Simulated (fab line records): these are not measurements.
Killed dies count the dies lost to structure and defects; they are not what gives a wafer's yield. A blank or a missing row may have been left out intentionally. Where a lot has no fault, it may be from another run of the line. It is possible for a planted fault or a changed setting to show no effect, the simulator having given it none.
2 desks, one fault + flow gf180mcu + each desk has only its own numbers; what lay behind them comes last

FROM THE METROLOGY DESK
Means of the sampled wafers that have a number, per lot and without regard to the tool the lot ran on: this is what the gauges read. A lot is out of limits, marked OUT, if its mean lies more than 4 standard deviations from the usual mean; the brackets give that distance.
Columns: A = PSD_TW at GF_PSD_TW_MEAS_11, usual 3178; B = cd nm at GF_V1_CD_MEAS_14, usual 259.9 nm
| lot  | first seen here | A                    | B     |
|------|-----------------|----------------------|-------|
| L666 | day 14 05:07    | 3182                 | 259.5 |
| L667 | day 14 14:59    | 3203                 | 259.1 |
| L668 | day 14 22:34    | 3173                 | 261.0 |
| L671 | day 15 17:42    | 30 (-99 or more) OUT | 261.1 |
| L672 | day 16 06:58    | 30 (-99 or more) OUT | 260.3 |
| L678 | day 18 14:37    | 3175                 | 258.2 |
| L679 | day 19 07:40    | 3182                 | 258.7 |
| L680 | day 19 08:59    | 3185                 | 260.1 |
| L683 | day 20 07:02    | 3175                 | 260.1 |
| L684 | day 20 12:43    | 3161                 | 260.5 |
| L685 | day 20 20:34    | 3185                 | 260.5 |
| L687 | day 21 16:56    | 3170                 | 260.2 |
| L688 | day 22 00:23    | 3203                 | 260.8 |
| L689 | day 22 11:07    | 3185                 | 259.3 |
This desk's finding: out of limits on L671, L672; first on L671, day 15 17:42 (PSD_TW at GF_PSD_TW_MEAS_11). Within limits: L666, L667, L668, L678, L679, L680, L683, L684, L685, L687, L688, L689.

THE TOOL OWNER'S DESK: plasma asher-01
The tool's own readings at GF_NSD_STRIP_11 (strips in O2/N2): means of the sampled wafers that have a number, for each lot that ran on this tool. A lot is out of limits, marked OUT, if its mean lies more than 4 standard deviations from the usual mean; the brackets give that distance.
Columns: A = chamber pressure mTorr at GF_NSD_STRIP_11, usual 1499.9 mTorr; B = drypump motor current A at GF_NSD_STRIP_11, usual 5.5 A; C = heater power w at GF_NSD_STRIP_11, usual 335 W; D = o2 flow sccm at GF_NSD_STRIP_11, usual 3001 sccm; E = oes product au at GF_NSD_STRIP_11, usual 0.487 a.u.; F = strip time to endpoint s at GF_NSD_STRIP_11, usual 22.97 s
| lot  | first seen here | A      | B   | C   | D    | E     | F     |
|------|-----------------|--------|-----|-----|------|-------|-------|
| L666 | day 13 08:38    | 1500.2 | 5.1 | 363 | 2999 | 0.485 | 22.96 |
| L667 | day 13 18:10    | 1501.3 | 5.1 | 358 | 3006 | 0.492 | 22.96 |
| L678 | day 17 14:05    | 1500.7 | 5.1 | 357 | 2997 | 0.487 | 22.95 |
| L680 | day 18 08:17    | 1497.2 | 5.2 | 350 | 3007 | 0.489 | 22.98 |
| L685 | day 19 20:08    | 1499.6 | 5.1 | 357 | 3010 | 0.488 | 23.00 |
| L687 | day 20 16:38    | 1500.1 | 5.2 | 344 | 2999 | 0.488 | 23.00 |
| L689 | day 21 11:53    | 1499.9 | 5.1 | 359 | 3000 | 0.490 | 22.94 |
Result from this desk: across the 7 lots, nothing is out of limits.

ALL TOGETHER
On L671, L672, the metrology desk was in a position to raise an alarm at day 15 17:42.
Nothing out of limits was seen by the tool owner's desk.
The tool owner's desk has no number on record for L671, L672.
All the named lots went through GF_NSD_STRIP_11 on plasma asher-01.

WHAT THE SIMULATOR HAD PUT IN
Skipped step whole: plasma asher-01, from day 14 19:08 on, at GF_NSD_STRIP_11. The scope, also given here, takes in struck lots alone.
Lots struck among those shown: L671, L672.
Delay in hours, fault start to first out-of-limits reading, per desk: metrology desk 23.
